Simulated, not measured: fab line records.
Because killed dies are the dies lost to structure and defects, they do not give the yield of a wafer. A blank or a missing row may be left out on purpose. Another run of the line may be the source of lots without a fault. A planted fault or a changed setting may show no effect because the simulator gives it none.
Split-lot experiment || flow sky130 || route with 708 steps; 5 lots, 23 wafers read

== THE SPLIT ==
At SKY_PWDE_SOFTBAKE_03, the setting temp c was moved away from the recipe's 110 C on 7 of the 23 wafers read, by -3.2% to +3.2%. All remaining wafers had this setting at the recipe value.

== FROM THE SPLIT TO THE READING: what the file shows between them, 2 steps ==
- SKY_PWDE_EXPOSE_04: exposes mask PWDEM, target cd 840 nm
- SKY_PWDE_PEB_05

== THE READING ==
coat_of_PWDE_COAT_02.thk nm (the simulator's own value, which no gauge read), in nm, at SKY_PWDE_DEVELOP_06 (develop time 60 s). No usual value for it is given in the file. Here, 16 wafers ran the recipe; their average is 3003 nm with a standard deviation of 6.2 nm.

{"wafer": "L077.1", "tool, chamber at the split": "litho track-01, 0", "temp c as run, C": 110, "against the recipe": "recipe", "coat_of_PWDE_COAT_02.thk nm, nm": 3001, "against lot-mates on the recipe": "-"}
{"wafer": "L077.2", "tool, chamber at the split": "litho track-01, 0", "temp c as run, C": 110, "against the recipe": "recipe", "coat_of_PWDE_COAT_02.thk nm, nm": 3012, "against lot-mates on the recipe": "-"}
{"wafer": "L077.3", "tool, chamber at the split": "litho track-01, 0", "temp c as run, C": 110, "against the recipe": "recipe", "coat_of_PWDE_COAT_02.thk nm, nm": 3005, "against lot-mates on the recipe": "-"}
{"wafer": "L077.4", "tool, chamber at the split": "litho track-01, 0", "temp c as run, C": 110, "against the recipe": "recipe", "coat_of_PWDE_COAT_02.thk nm, nm": 3013, "against lot-mates on the recipe": "-"}
{"wafer": "L077.5", "tool, chamber at the split": "litho track-01, 0", "temp c as run, C": 110, "against the recipe": "recipe", "coat_of_PWDE_COAT_02.thk nm, nm": 3011, "against lot-mates on the recipe": "-"}
{"wafer": "L079.1", "tool, chamber at the split": "litho track-01, 0", "temp c as run, C": 110, "against the recipe": "recipe", "coat_of_PWDE_COAT_02.thk nm, nm": 3000, "against lot-mates on the recipe": "-"}
{"wafer": "L079.2", "tool, chamber at the split": "litho track-01, 0", "temp c as run, C": 106.5, "against the recipe": "-3.2%", "coat_of_PWDE_COAT_02.thk nm, nm": 3031, "against lot-mates on the recipe": "+32"}
{"wafer": "L079.3", "tool, chamber at the split": "litho track-01, 0", "temp c as run, C": 110, "against the recipe": "recipe", "coat_of_PWDE_COAT_02.thk nm, nm": 3001, "against lot-mates on the recipe": "-"}
{"wafer": "L079.4", "tool, chamber at the split": "litho track-01, 0", "temp c as run, C": 110, "against the recipe": "recipe", "coat_of_PWDE_COAT_02.thk nm, nm": 2995, "against lot-mates on the recipe": "-"}
{"wafer": "L079.5", "tool, chamber at the split": "litho track-01, 0", "temp c as run, C": 106.5, "against the recipe": "-3.2%", "coat_of_PWDE_COAT_02.thk nm, nm": 3022, "against lot-mates on the recipe": "+23"}
{"wafer": "L080.2", "tool, chamber at the split": "litho track-01, 0", "temp c as run, C": 113.5, "against the recipe": "+3.2%", "coat_of_PWDE_COAT_02.thk nm, nm": 2971, "against lot-mates on the recipe": -27}
{"wafer": "L080.3", "tool, chamber at the split": "litho track-01, 0", "temp c as run, C": 110, "against the recipe": "recipe", "coat_of_PWDE_COAT_02.thk nm, nm": 2994, "against lot-mates on the recipe": "-"}
{"wafer": "L080.4", "tool, chamber at the split": "litho track-01, 0", "temp c as run, C": 110, "against the recipe": "recipe", "coat_of_PWDE_COAT_02.thk nm, nm": 3002, "against lot-mates on the recipe": "-"}
{"wafer": "L080.5", "tool, chamber at the split": "litho track-01, 0", "temp c as run, C": 113.5, "against the recipe": "+3.2%", "coat_of_PWDE_COAT_02.thk nm, nm": 2968, "against lot-mates on the recipe": -30}
{"wafer": "L080.6", "tool, chamber at the split": "litho track-01, 0", "temp c as run, C": 113.5, "against the recipe": "+3.2%", "coat_of_PWDE_COAT_02.thk nm, nm": 2972, "against lot-mates on the recipe": -26}
{"wafer": "L083.1", "tool, chamber at the split": "litho track-04, 0", "temp c as run, C": 106.6, "against the recipe": "-3.1%", "coat_of_PWDE_COAT_02.thk nm, nm": 3028, "against lot-mates on the recipe": "+28"}
{"wafer": "L083.3", "tool, chamber at the split": "litho track-04, 0", "temp c as run, C": 110, "against the recipe": "recipe", "coat_of_PWDE_COAT_02.thk nm, nm": 3003, "against lot-mates on the recipe": "-"}
{"wafer": "L083.4", "tool, chamber at the split": "litho track-04, 0", "temp c as run, C": 106.6, "against the recipe": "-3.1%", "coat_of_PWDE_COAT_02.thk nm, nm": 3023, "against lot-mates on the recipe": "+23"}
{"wafer": "L083.5", "tool, chamber at the split": "litho track-04, 0", "temp c as run, C": 110, "against the recipe": "recipe", "coat_of_PWDE_COAT_02.thk nm, nm": 2991, "against lot-mates on the recipe": "-"}
{"wafer": "L083.6", "tool, chamber at the split": "litho track-04, 0", "temp c as run, C": 110, "against the recipe": "recipe", "coat_of_PWDE_COAT_02.thk nm, nm": 3006, "against lot-mates on the recipe": "-"}
{"wafer": "L085.1", "tool, chamber at the split": "litho track-02, 0", "temp c as run, C": 110, "against the recipe": "recipe", "coat_of_PWDE_COAT_02.thk nm, nm": 3008, "against lot-mates on the recipe": "-"}
{"wafer": "L085.2", "tool, chamber at the split": "litho track-02, 0", "temp c as run, C": 110, "against the recipe": "recipe", "coat_of_PWDE_COAT_02.thk nm, nm": 2999, "against lot-mates on the recipe": "-"}
{"wafer": "L085.4", "tool, chamber at the split": "litho track-02, 0", "temp c as run, C": 110, "against the recipe": "recipe", "coat_of_PWDE_COAT_02.thk nm, nm": 3004, "against lot-mates on the recipe": "-"}

FIT RESULTS
A straight line over all 23 wafers: coat_of_PWDE_COAT_02.thk nm changes by -8.68 nm for each +1% of temp c; r = -0.93; the points scatter about the line by 6 nm.
The same after taking each lot's own level away (the mean of its wafers on the recipe; 23 wafers): -8.59 nm for each +1%; r = -0.96; scatter 4.3 nm.
The reading moves by 27 nm for the largest change in temp c, on that fit.
From 2998.0 to 3008.4 nm: that is the span of the lots' own levels, equal to 1.7 times the standard deviation above.
Consequently the slope shifts little with the lot-to-lot level, the two slopes agreeing.
Check: with one of the wafers moved furthest among these (-3.2%) left out of the fit, the line predicts +26.1 nm for it against its lot-mates. It came out at +32.3 nm against them.

== THESE WAFERS: OTHER SPLITS ==
These wafers also went through other splits before the reading. Each is held against what the fit with the lots' levels taken away leaves over:
{"other split on the same wafers": "SKY_FIELD_ISO_OXIDATION_01 temp c", "wafers away from the commonest value": 15, "r with coat_of_PWDE_COAT_02.thk nm (lot level and that fit taken away)": "+0.03"}
{"other split on the same wafers": "SKY_FIELD_ISO_COAT_08 spin rpm", "wafers away from the commonest value": 10, "r with coat_of_PWDE_COAT_02.thk nm (lot level and that fit taken away)": "+0.06"}
{"other split on the same wafers": "SKY_NWELL_OXIDATION_01 temp c", "wafers away from the commonest value": 18, "r with coat_of_PWDE_COAT_02.thk nm (lot level and that fit taken away)": "+0.04"}

== THE WHOLE CHAIN: every reading that the file lists as answering this split, in the file's order ==
{"step": "SKY_PWDE_DEVELOP_06", "what it does": "develop time 60 s", "reading": "coat_of_PWDE_COAT_02.thk nm (the simulator's own value, which no gauge read)", "change (the file's fit)": "-8.61 nm for each +1% of the setting", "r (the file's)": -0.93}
{"step": "SKY_PWDE_STRIP_09", "what it does": "strips in O2/N2", "reading": "strip time to endpoint s", "change (the file's fit)": "withheld for each +1% of the setting", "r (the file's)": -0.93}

== FILE'S OWN FIT ==
coat_of_PWDE_COAT_02.thk nm changes by -8.61 nm for each +1% of temp c, r = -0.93.
